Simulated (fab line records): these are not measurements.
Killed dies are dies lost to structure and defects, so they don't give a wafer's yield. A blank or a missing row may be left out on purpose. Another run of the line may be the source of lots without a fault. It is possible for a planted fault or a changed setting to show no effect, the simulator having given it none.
fab line records    flow gf180mcu
[record] lots = 14  wafers = 42  lastDay = 34
route steps=602 shown HV_LDD@194 SALICIDE@281 CONTACT@314 M1@319
lots untouched by any fault: they come from a run of this same line in which no faults occurred
startH: hours from the record's first day to the start of the lot's first wafer shown    waitH: hours from the lot's prior step to this one    " as in the row above    L1.1+2: a single row standing in for several wafers    - no value, or no start was given    * or withheld: withheld    < > ~ a bound
route shown NAME@n: names a module that has steps shown in the file, with the first one's number in the route    usual: mean/standard deviation of fault-free wafers    same: alike in all rows    chamber/n: place in a boat    sites: readings site by site    _std_site: how widely they spread, as a standard deviation    _edge_site: outer sites' mean less inner sites'    radiusMm: how far each site lies from the wafer's centre    mask NAME#n: copy n    behind: the last tool/chamber to shape the wafer    hold: what put the lot on hold/how long, in hours/how the hold closed    device: which transistor (n, p or np) failed to switch    end of line: tests of these same wafers at the route's end    where a step has no rows: the recipe by itself    killed: count of dies lost to structure and defects at first sort (not the wafer's yield)    map: a wafer's dies, marking killed ones x, the rest . and places with no die _
set.NAME: the setting as run; set.NAME@STEP: as run at that earlier step    model.NAME: the simulator's own value behind a step, which no gauge read
one table for each step of the route and one row for each wafer, over a sample of lots
services: a tool's chamber out of use, with start hour (startH, from the record's first day; less than 0 if before it), hours out, and reason
[[steps]]
[step GF_HV_LDD_DEVELOP_18]
[recipe] developTimeS = 60  devTempC = 23
[usual] chillPlateTempC = 22.99/0.1  developTimeS = 60/0
lot.wafer  tool           chamber  startH  waitH  chillPlateTempC  developTimeS
L971.3     lithoTrack-04  0        243.57  0.1    22.94            60
L971.5     "              0        "       "      22.97            60
L971.6     "              0        "       "      23.01            60
L974.1     lithoTrack-04  0        257.52  0.1    23.09            60
L974.4     "              0        "       "      22.98            60
L974.5     "              0        "       "      23.00            60
L975.1     lithoTrack-02  0        272.12  0.1    22.99            60
L975.4     "              0        "       "      22.94            60
L975.6     "              0        "       "      22.87            60
L976.1     lithoTrack-02  0        274.77  0.1    23.03            60
L976.3     "              0        "       "      23.08            60
L976.6     "              0        "       "      22.95            60
L977.3     lithoTrack-02  0        287.62  0.1    23.01            60
L977.5     "              0        "       "      22.97            60
L977.6     "              0        "       "      23.23            60
L981.2     lithoTrack-02  0        313.55  0.1    22.99            60
L981.4     "              0        "       "      22.94            60
L981.6     "              0        "       "      22.94            60
L982.1     lithoTrack-02  -        314.47  0.1    -                -
L982.2     "              -        "       "      -                -
L982.4     "              -        "       "      -                -
L983.1     lithoTrack-03  -        327.18  0.1    -                -
L983.2     "              -        "       "      -                -
L983.4     "              -        "       "      -                -
L985.1     lithoTrack-02  0        346.72  0.1    22.97            60
L985.2     "              0        "       "      23.00            60
L985.4     "              0        "       "      23.12            60
L986.1     lithoTrack-02  0        347.02  0.1    22.92            60
L986.4     "              0        "       "      22.97            60
L986.5     "              0        "       "      22.87            60
L990.1     lithoTrack-02  0        379.77  0.1    22.97            60
L990.3     "              0        "       "      22.84            60
L990.6     "              0        "       "      22.96            60
L991.2     lithoTrack-03  0        389.50  0.1    22.99            60
L991.4     "              0        "       "      23.16            60
L991.6     "              0        "       "      22.87            60
L992.1     lithoTrack-03  0        389.78  0.1    23.02            60
L992.3     "              0        "       "      23.04            60
L992.6     "              0        "       "      22.96            60
L993.1     lithoTrack-03  0        399.03  0.1    22.98            60
L993.2     "              0        "       "      22.98            60
L993.4     "              0        "       "      22.94            60
[step GF_SALICIDE_SPUTTER_03]
[recipe] material = TiN  targetThkNm = 20  powerW = 6500  timeS = 16.7  chamberPressurePa = 0.4
[usual] throttleValvePct = 30.4/0.92
lot.wafer  tool           chamber  startH  waitH  throttleValvePct
L971.3     pvdSputter-03  -        348.39  0.0    30.3
L971.5     "              -        "       "      30.7
L971.6     "              -        "       "      30.7
L974.1     pvdSputter-02  -        362.09  0.0    29.5
L974.4     "              -        "       "      29.9
L974.5     "              -        "       "      29.2
L975.1     pvdSputter-03  -        379.99  0.0    30.8
L975.4     "              -        "       "      30.8
L975.6     "              -        "       "      31.0
L976.1     pvdSputter-02  -        384.14  0.0    32.2
L976.3     "              -        "       "      29.3
L976.6     "              -        "       "      29.6
L977.3     pvdSputter-01  -        399.19  0.0    31.1
L977.5     "              -        "       "      30.6
L977.6     "              -        "       "      28.6
L981.2     pvdSputter-03  -        430.95  0.0    31.0
L981.4     "              -        "       "      30.0
L981.6     "              -        "       "      30.3
L985.1     pvdSputter-01  -        469.23  0.0    30.5
L985.2     "              -        "       "      31.0
L985.4     "              -        "       "      28.7
L986.1     pvdSputter-02  -        471.83  0.0    29.3
L986.4     "              -        "       "      29.9
L986.5     "              -        "       "      29.3
L990.1     pvdSputter-01  -        505.53  0.0    28.9
L990.3     "              -        "       "      30.7
L990.6     "              -        "       "      30.6
L991.2     pvdSputter-03  -        514.60  0.0    31.0
L991.4     "              -        "       "      31.7
L991.6     "              -        "       "      30.6
L992.1     pvdSputter-02  -        516.84  0.0    30.1
L992.3     "              -        "       "      29.4
L992.6     "              -        "       "      29.8
L993.1     pvdSputter-01  -        525.19  0.0    31.0
L993.2     "              -        "       "      28.8
L993.4     "              -        "       "      30.2
[step GF_CONTACT_CMP_27]
[recipe] stopOn = SiO2  downForcePsi = 3.5  platenRpm = 60  tOverpolishS = 15  targetThkNm = 0  padVelocityMS = 0.94248
[usual] motorCurrentA = 12.2/2  overpolishRunS = 14.999/0.0089  timeToEndpointS = 74/4.9
lot.wafer  tool    chamber  startH  waitH  motorCurrentA  overpolishRunS  timeToEndpointS
L971.3     cmp-01  1        371.88  0.0    11.9           15.005          78
L971.5     "       1        "       "      11.6           14.993          75
L971.6     "       2        "       "      11.5           15.004          70
L974.4     cmp-02  2        386.26  0.1    14.9           14.999          79
L974.1     "       3        "       "      13.6           15.009          72
L974.5     "       2        "       "      15.1           15.011          79
L975.4     cmp-01  1        405.37  0.0    12.1           15.012          76
L975.1     "       3        "       "      11.8           14.997          69
L975.6     "       1        "       "      11.8           14.986          80
L976.1     cmp-02  3        409.43  0.1    12.6           14.994          77
L976.3     "       2        "       "      14.8           15.004          82
L976.6     "       3        "       "      13.2           15.004          73
L977.3     cmp-01  2        425.77  0.2    11.5           14.990          71
L977.6     "       3        "       "      12.2           14.997          73
L977.5     "       0        "       "      11.0           15.002          68
L981.4     cmp-01  0        457.18  0.0    11.0           14.988          64
L981.2     "       1        "       "      11.6           14.996          70
L981.6     "       0        "       "      11.5           15.011          67
L985.2     cmp-01  2        495.28  0.1    11.6           15.003          63
L985.4     "       3        "       "      12.3           14.987          68
L985.1     "       0        "       "      11.0           14.988          62
L986.1     cmp-02  0        497.01  0.1    13.5           14.992          81
L986.4     "       1        "       "      8.6            15.005          72
L986.5     "       0        "       "      13.7           15.001          82
L990.3     cmp-02  1        530.21  0.0    8.9            14.992          71
L990.1     "       3        "       "      12.9           14.995          70
L990.6     "       1        "       "      7.9            14.992          68
L991.4     cmp-02  3        539.67  0.1    13.3           14.999          71
L991.2     "       0        "       "      13.3           15.013          76
L991.6     "       3        "       "      13.6           15.000          74
L992.3     cmp-01  0        541.91  0.0    11.2           15.010          68
L992.1     "       1        "       "      11.8           14.992          80
L992.6     "       1        "       "      11.7           14.995          79
L993.4     cmp-02  3        549.76  0.1    13.8           14.988          79
L993.1     "       0        "       "      12.7           15.002          81
L993.2     "       1        "       "      8.6            14.996          74
[step GF_M1_SPUTTER_04]
[recipe] material = TiN  targetThkNm = 50  powerW = 6500  timeS = 41.7  chamberPressurePa = 0.4
[usual] throttleValvePct = 30.3/1
lot.wafer  tool           chamber  startH  waitH  throttleValvePct
L971.3     pvdSputter-03  -        372.36  0.0    31.1
L971.5     "              -        "       "      31.7
L971.6     "              -        "       "      30.7
L974.1     pvdSputter-01  -        386.70  0.0    31.0
L974.4     "              -        "       "      31.0
L974.5     "              -        "       "      30.8
L975.1     pvdSputter-03  -        405.85  0.0    31.1
L975.4     "              -        "       "      30.4
L975.6     "              -        "       "      30.3
L976.1     pvdSputter-01  -        409.91  0.0    30.7
L976.3     "              -        "       "      30.6
L976.6     "              -        "       "      28.8
L977.3     pvdSputter-01  -        426.10  0.0    28.9
L977.5     "              -        "       "      30.5
L977.6     "              -        "       "      31.1
L981.2     pvdSputter-04  -        457.66  0.0    27.7
L981.4     "              -        "       "      30.9
L981.6     "              -        "       "      28.1
L985.1     pvdSputter-01  -        495.71  0.0    30.1
L985.2     "              -        "       "      30.9
L985.4     "              -        "       "      28.8
L986.1     pvdSputter-01  -        497.49  0.0    31.3
L986.4     "              -        "       "      28.9
L986.5     "              -        "       "      30.4
L990.1     pvdSputter-01  -        530.70  0.0    31.3
L990.3     "              -        "       "      30.3
L990.6     "              -        "       "      30.2
L991.2     pvdSputter-01  -        540.10  0.0    30.6
L991.4     "              -        "       "      28.8
L991.6     "              -        "       "      30.8
L992.1     pvdSputter-04  -        542.39  0.0    30.0
L992.3     "              -        "       "      28.6
L992.6     "              -        "       "      27.5
L993.1     pvdSputter-01  -        550.20  0.0    30.8
L993.2     "              -        "       "      30.4
L993.4     "              -        "       "      30.7
[[services]]
tool           chamber  startH  hours  kind
cmp-01         -        220.66  8.2    pm
cmp-01         -        229.82  2.5    repair
cmp-01         -        231.15  1.2    repair
cmp-01         -        232.38  4.0    pm
cmp-01         -        237.58  5.9    repair
pvdSputter-02  -        245.92  1.5    repair
cmp-01         -        277.74  6.8    repair
cmp-01         -        292.92  0.6    repair
cmp-02         -        334.65  0.9    repair
pvdSputter-03  -        357.23  6.4    repair
cmp-02         -        386.00  0.2    repair
pvdSputter-01  -        388.62  6.9    repair
cmp-02         -        404.13  4.0    pm
pvdSputter-03  -        410.71  1.6    repair
cmp-01         -        416.68  3.9    repair
pvdSputter-03  -        427.88  2.5    repair
cmp-02         -        449.18  0.3    repair
pvdSputter-01  -        454.14  5.5    repair
cmp-01         -        462.61  0.8    repair
pvdSputter-03  -        473.51  13.0   repair
cmp-01         -        477.09  0.8    repair
cmp-02         -        520.15  0.4    repair
cmp-02         -        533.81  1.7    repair
pvdSputter-03  -        548.89  1.6    repair
[[key]]
[firstSign] step = GF_HV_LDD_DEVELOP_18  reading = toolRecord  direction = missing
effect none on later readings
metAt GF_HV_LDD_DEVELOP_18
struckLots L982,L983
laterRowsLeftOut L982.1,L982.2,L982.4,L983.1,L983.2,L983.4
sortLeftOut L982.1,L982.2,L982.4,L983.1,L983.2,L983.4
testerLeftOut L982,L983
notActingAt GF_SALICIDE_SPUTTER_03,GF_CONTACT_CMP_27,GF_M1_SPUTTER_04
onsetBetween 313.55 314.47
[fault] kind = skippedStepWhole  tool = lithoTrack-02,lithoTrack-03  chamber = -  onsetH = 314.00  steps = GF_HV_LDD_DEVELOP_18  scope = struckLotsOnly
// testerLeftOut: of these lots the tester's yield and bins aren't shown, on N5 and GAA mostly nor the transistor test; their killed dies are dies lost to structure and defects alone, not to doping, threshold or leakage, so they don't give the yield
// sortLeftOut: the simulated sort isn't trusted on such a fault, so these wafers' sort isn't shown, and their yield isn't known
// laterRowsLeftOut: the simulator's readings of these wafers behind a module that went badly wrong aren't trusted and aren't shown, but for the sort
